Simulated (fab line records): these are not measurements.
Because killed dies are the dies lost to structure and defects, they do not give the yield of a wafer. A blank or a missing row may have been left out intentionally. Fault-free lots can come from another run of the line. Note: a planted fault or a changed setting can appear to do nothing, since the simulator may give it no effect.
fab line records	flow sky130
record: lots: 11	wafers: 33	lastDay: 50
route steps=708 shown VIA1@474 VIA2@507
lots that met no fault: from a run of the same line without faults
startH: hours from the record's opening day to when the first of the lot's shown wafers began	waitH: time in hours since the lot's previous step	" as in the row above	L1.1+2: several wafers, shown together as one row	- value missing, or start not given	* or withheld: withheld	< > ~ a bound
route shown NAME@n: NAME is a module with steps in the file, n the number in the route of the first one	usual: mean/standard deviation taken from wafers without a fault	same: alike in all rows	chamber/n: place in a boat	sites: per-site readings	_std_site: their standard deviation	_edge_site: mean of outer sites minus mean of inner sites	radiusMm: for every site, how far away it sits from the centre of the wafer	mask NAME#n: copy n	behind: the last tool/chamber to shape the wafer	hold: the reason the lot was held/the length of the hold in hours/how it ended	device: which transistor (n, p or np) failed to switch	end of line: at the end of the route, the tests of the same wafers	where a step has no rows: the recipe by itself	killed: the dies lost at the first sort to structure and to defects; this is not the yield of the wafer	map: shows each die of a wafer: x if killed, . if not, _ if none is there
set.NAME: the setting as run; set.NAME@STEP: as run at that earlier step	model.NAME: the simulator's own value behind a step, which no gauge read
one table for each step of the route and one row for each wafer, over a sample of lots
services: the hour from which a tool's chamber was out of use, counted from the record's first day as startH (under 0 if before that day), plus the number of hours and why
== steps ==
step: SKY_VIA1_STRIP_16
recipe: chemistry: O2/N2	powerW: 1400	pressureMtorr: 1500	platenTempC: withheld	o2FlowSccm: 3000	n2FlowSccm: 300	overashFraction: 0.5
usual: chamberPressureMTorr: 1499.8/1.4	drypumpMotorCurrentA: 5.7/0.46	oesProductAu: 0.415/0.0048	stripTimeToEndpointS: 4.464/0.028
lot.wafer	tool	chamber	startH	waitH	chamberPressureMTorr	drypumpMotorCurrentA	oesProductAu	rfHoursCounterH	stripTimeToEndpointS
L341.2	plasmaAsher-04	0	800.79	0.0	1499.3	6.1	0.417	100	4.479
L341.3	"	1	"	"	1498.1	4.9	0.417	-	4.455
L341.6	"	0	"	"	1497.9	6.1	0.424	-	4.475
L343.1	plasmaAsher-04	1	818.67	0.0	1499.4	4.9	0.420	102	4.484
L343.2	"	0	"	"	1498.7	6.1	0.421	102	4.480
L343.4	"	1	"	"	1500.8	4.9	0.410	-	4.469
L346.1	plasmaAsher-04	0	847.04	0.0	1501.1	6.1	0.419	105	4.477
L346.3	"	1	"	"	1502.4	4.9	0.410	-	4.454
L346.4	"	0	"	"	1500.8	6.1	0.414	-	4.489
L348.1	plasmaAsher-04	1	864.87	0.0	1497.3	4.9	0.416	106	4.457
L348.2	"	0	"	"	1498.8	6.1	0.417	106	4.474
L348.3	"	1	"	"	1501.5	4.9	0.407	-	4.469
L349.1	plasmaAsher-03	0	885.64	0.0	1498.5	6.1	0.409	46	4.436
L349.2	"	1	"	"	1499.0	5.8	0.418	46	4.471
L349.3	"	0	"	"	1500.5	6.1	0.417	-	4.457
L350.1	plasmaAsher-04	0	890.87	0.0	1498.8	6.1	0.424	109	4.482
L350.3	"	1	"	"	1500.7	4.9	0.418	-	4.498
L350.6	"	0	"	"	1499.5	6.1	0.409	-	4.413
L353.1	plasmaAsher-01	1	898.14	0.0	1499.3	5.5	0.407	75	4.440
L353.3	"	1	"	"	1501.7	5.5	0.419	-	4.480
L353.6	"	1	"	"	1503.0	5.5	0.416	-	4.448
L352.3	plasmaAsher-04	0	899.00	0.1	1501.3	6.1	0.421	-	4.521
L352.4	"	1	"	"	1499.2	4.9	0.419	-	4.496
L352.6	"	0	"	"	1498.5	6.1	0.418	-	4.498
L354.2	plasmaAsher-04	1	910.39	0.0	1499.1	4.9	0.412	111	4.440
L354.4	"	0	"	"	1497.2	6.1	0.424	-	4.448
L354.5	"	1	"	"	1501.2	4.9	0.417	-	4.442
L358.1	plasmaAsher-03	0	933.37	0.0	1499.4	6.1	0.422	50	4.461
L358.3	"	1	"	"	1499.0	5.8	0.412	-	4.416
L358.5	"	0	"	"	1499.5	6.0	0.415	-	4.491
L359.1	plasmaAsher-01	0	937.92	0.0	1499.8	6.0	0.420	79	4.493
L359.2	"	1	"	"	1500.5	5.5	0.414	79	4.478
L359.6	"	0	"	"	1500.7	6.0	0.416	-	4.459
step: SKY_VIA1_RS_MEAS_22
recipe: thkMeasGauge: four-point-probe	reads: W_of_VIA1_CVD_21+TiN_of_VIA1_SPUTTER_20
usual: VIA1_W_RS: 0.425/0.0047
lot.wafer	tool	chamber	startH	waitH	VIA1_W_RS[ohm/sq]
L341.2	filmMetro-03	-	801.56	0.1	0.433
L341.3	"	-	"	"	0.426
L341.6	"	-	"	"	0.427
L343.1	filmMetro-04	-	819.47	0.1	0.426
L343.2	"	-	"	"	0.431
L343.4	"	-	"	"	0.424
L346.1	filmMetro-03	-	848.13	0.1	0.429
L346.3	"	-	"	"	0.423
L346.4	"	-	"	"	0.428
L348.1	filmMetro-03	-	865.62	0.1	0.426
L348.2	"	-	"	"	0.423
L348.3	"	-	"	"	0.422
L349.1	filmMetro-03	-	886.43	0.1	0.419
L349.2	"	-	"	"	0.425
L349.3	"	-	"	"	0.425
L350.1	filmMetro-04	-	891.64	0.1	0.421
L350.3	"	-	"	"	0.428
L350.6	"	-	"	"	0.417
L353.1	filmMetro-02	-	898.89	0.1	0.424
L353.3	"	-	"	"	0.422
L353.6	"	-	"	"	0.423
L352.3	filmMetro-04	-	899.78	0.1	0.420
L352.4	"	-	"	"	0.423
L352.6	"	-	"	"	0.424
L354.2	filmMetro-04	-	911.17	0.1	0.423
L354.4	"	-	"	"	0.423
L354.5	"	-	"	"	0.427
L358.1	filmMetro-04	-	934.12	0.1	0.423
L358.3	"	-	"	"	0.424
L358.5	"	-	"	"	0.427
L359.1	filmMetro-03	-	938.67	0.1	0.428
L359.2	"	-	"	"	0.420
L359.6	"	-	"	"	0.431
step: SKY_VIA2_HDPCVD_00
recipe: material: SiO2	targetThkNm: 1180	sigmaOpenFrac: 0.3	timeS: 196.7	tempC: 400	sih4FlowSccm: 60	pressureMtorr: 6
usual: sih4FlowSccm: 60.02/0.18
lot.wafer	tool	chamber	startH	waitH	sih4FlowSccm
L341.2	hdpcvd-02	1	829.79	0.0	60.41
L341.3	"	0	"	"	60.00
L341.6	"	1	"	"	60.25
L343.1	hdpcvd-02	2	847.42	0.0	59.76
L343.2	"	1	"	"	59.98
L343.4	"	2	"	"	59.90
L346.1	hdpcvd-01	0	875.78	0.0	59.94
L346.3	"	1	"	"	59.93
L346.4	"	2	"	"	59.74
L348.1	hdpcvd-01	1	893.70	0.0	60.06
L348.2	"	2	"	"	59.81
L348.3	"	0	"	"	59.75
L349.1	hdpcvd-02	2	913.58	0.0	59.74
L349.2	"	0	"	"	59.82
L349.3	"	1	"	"	59.87
L350.1	hdpcvd-01	2	919.24	0.0	60.20
L350.3	"	0	"	"	59.77
L350.6	"	1	"	"	60.32
L353.1	hdpcvd-02	1	925.45	0.0	59.97
L353.3	"	2	"	"	59.72
L353.6	"	0	"	"	60.05
L352.3	hdpcvd-01	0	926.08	0.0	59.99
L352.4	"	0	"	"	60.27
L352.6	"	2	"	"	59.63
L354.2	hdpcvd-01	2	938.27	0.0	59.83
L354.4	"	0	"	"	59.97
L354.5	"	2	"	"	59.78
L358.1	hdpcvd-02	2	960.46	0.0	47.90
L358.3	"	1	"	"	47.97
L358.5	"	0	"	"	47.85
L359.1	hdpcvd-02	2	964.58	0.0	48.29
L359.2	"	0	"	"	48.26
L359.6	"	2	"	"	47.96
step: SKY_VIA2_THK_MEAS_01
recipe: reads: SiO2_of_VIA2_HDPCVD_00
usual: VIA2_HDPCVD_THK: 1180/18
lot.wafer	tool	chamber	startH	waitH	hold	VIA2_HDPCVD_THK[nm]
L341.2	filmMetro-04	-	829.93	0.1	-	1200
L341.3	"	-	"	"	-	1184
L341.6	"	-	"	"	-	1189
L343.1	filmMetro-01	-	847.55	0.1	-	1169
L343.2	"	-	"	"	-	1175
L343.4	"	-	"	"	-	1172
L346.1	filmMetro-02	-	875.91	0.1	-	1192
L346.3	"	-	"	"	-	1164
L346.4	"	-	"	"	-	1201
L348.1	filmMetro-04	-	893.83	0.1	-	1181
L348.2	"	-	"	"	-	1194
L348.3	"	-	"	"	-	1202
L349.1	filmMetro-02	-	913.71	0.1	-	1181
L349.2	"	-	"	"	-	1159
L349.3	"	-	"	"	-	1180
L350.1	filmMetro-04	-	919.37	0.1	-	1195
L350.3	"	-	"	"	-	1181
L350.6	"	-	"	"	-	1165
L353.1	filmMetro-01	-	925.58	0.1	-	1188
L353.3	"	-	"	"	-	1182
L353.6	"	-	"	"	-	1164
L352.3	filmMetro-04	-	926.22	0.1	-	1173
L352.4	"	-	"	"	-	1179
L352.6	"	-	"	"	-	1208
L354.2	filmMetro-04	-	938.41	0.1	-	1206
L354.4	"	-	"	"	-	1175
L354.5	"	-	"	"	-	1197
L358.1	filmMetro-01	-	960.59	0.1	awaitDispo/0.2h/release	953
L358.3	"	-	"	"	awaitDispo/0.2h/release	969
L358.5	"	-	"	"	awaitDispo/0.2h/release	943
L358.1	filmMetro-01	-	960.81	0.2	-	954
L358.3	"	-	"	"	-	968
L358.5	"	-	"	"	-	942
L359.1	filmMetro-04	-	964.70	0.1	awaitDispo/0.2h/release	959
L359.2	"	-	"	"	awaitDispo/0.2h/release	934
L359.6	"	-	"	"	awaitDispo/0.2h/release	947
L359.1	filmMetro-04	-	964.93	0.2	-	959
L359.2	"	-	"	"	-	935
L359.6	"	-	"	"	-	947
step: SKY_VIA2_RS_MEAS_22
recipe: thkMeasGauge: four-point-probe	reads: W_of_VIA2_CVD_21+TiN_of_VIA2_SPUTTER_20
usual: VIA2_W_RS: 0.272/0.0034
lot.wafer	tool	chamber	startH	waitH	VIA2_W_RS[ohm/sq]
L341.2	filmMetro-01	-	857.31	0.1	0.272
L341.3	"	-	"	"	0.271
L341.6	"	-	"	"	0.275
L343.1	filmMetro-02	-	874.92	0.1	0.272
L343.2	"	-	"	"	0.264
L343.4	"	-	"	"	0.265
L346.1	filmMetro-04	-	903.41	0.1	0.274
L346.3	"	-	"	"	0.274
L346.4	"	-	"	"	0.277
L348.1	filmMetro-04	-	921.13	0.1	0.271
L348.2	"	-	"	"	0.275
L348.3	"	-	"	"	0.267
L349.1	filmMetro-01	-	940.69	0.1	0.271
L349.2	"	-	"	"	0.274
L349.3	"	-	"	"	0.272
L350.1	filmMetro-01	-	946.46	0.1	0.274
L350.3	"	-	"	"	0.272
L350.6	"	-	"	"	0.272
L352.3	filmMetro-02	-	952.21	0.1	0.267
L352.4	"	-	"	"	0.271
L352.6	"	-	"	"	0.270
L353.1	filmMetro-01	-	952.30	0.1	0.267
L353.3	"	-	"	"	0.267
L353.6	"	-	"	"	0.269
L354.2	filmMetro-02	-	963.61	0.1	0.276
L354.4	"	-	"	"	0.269
L354.5	"	-	"	"	0.272
L358.1	filmMetro-04	-	985.60	0.1	0.275
L358.3	"	-	"	"	0.276
L358.5	"	-	"	"	0.273
L359.1	filmMetro-02	-	990.46	0.1	0.274
L359.2	"	-	"	"	0.275
L359.6	"	-	"	"	0.275
== services ==
tool	chamber	startH	hours	kind
plasmaAsher-01	-	781.18	3.2	repair
plasmaAsher-01	-	786.86	2.8	pm
hdpcvd-01	-	840.51	6.0	pm
hdpcvd-02	0	849.66	23.0	repair
plasmaAsher-04	-	860.16	3.2	repair
plasmaAsher-03	-	869.06	0.9	repair
plasmaAsher-03	-	900.15	2.8	pm
plasmaAsher-03	-	920.68	1.0	repair
hdpcvd-02	-	922.62	1.3	repair
plasmaAsher-01	-	931.62	1.1	repair
hdpcvd-02	2	949.02	4.4	repair
hdpcvd-01	-	950.25	15.0	pm
hdpcvd-01	0	950.25	15.0	ventCycle
hdpcvd-01	1	950.25	15.0	ventCycle
hdpcvd-01	2	950.25	15.0	ventCycle
== key ==
firstSign: step: SKY_VIA2_HDPCVD_00	reading: sih4FlowSccm	direction: down	sigmas: 68	usual: 60.02	struck: 48.04
effect: step: SKY_VIA2_THK_MEAS_01	reading: visit	direction: added
effect: step: SKY_VIA2_THK_MEAS_01	reading: VIA2_HDPCVD_THK	direction: down	sigmas: 13	usual: 1180	struck: 951
metAt SKY_VIA2_HDPCVD_00
struckLots L358,L359
notActingAt SKY_VIA1_STRIP_16,SKY_VIA1_RS_MEAS_22,SKY_VIA2_RS_MEAS_22
onsetBetween 925.45 960.46
fault: kind: processParameterDrift	tool: hdpcvd-02	chamber: -	onsetH: 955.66	steps: SKY_VIA2_HDPCVD_00	channel: sih4FlowSccm	offset: -12	shape: step	endH: 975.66	actsIn: theseRecipesOnly	stated: 60
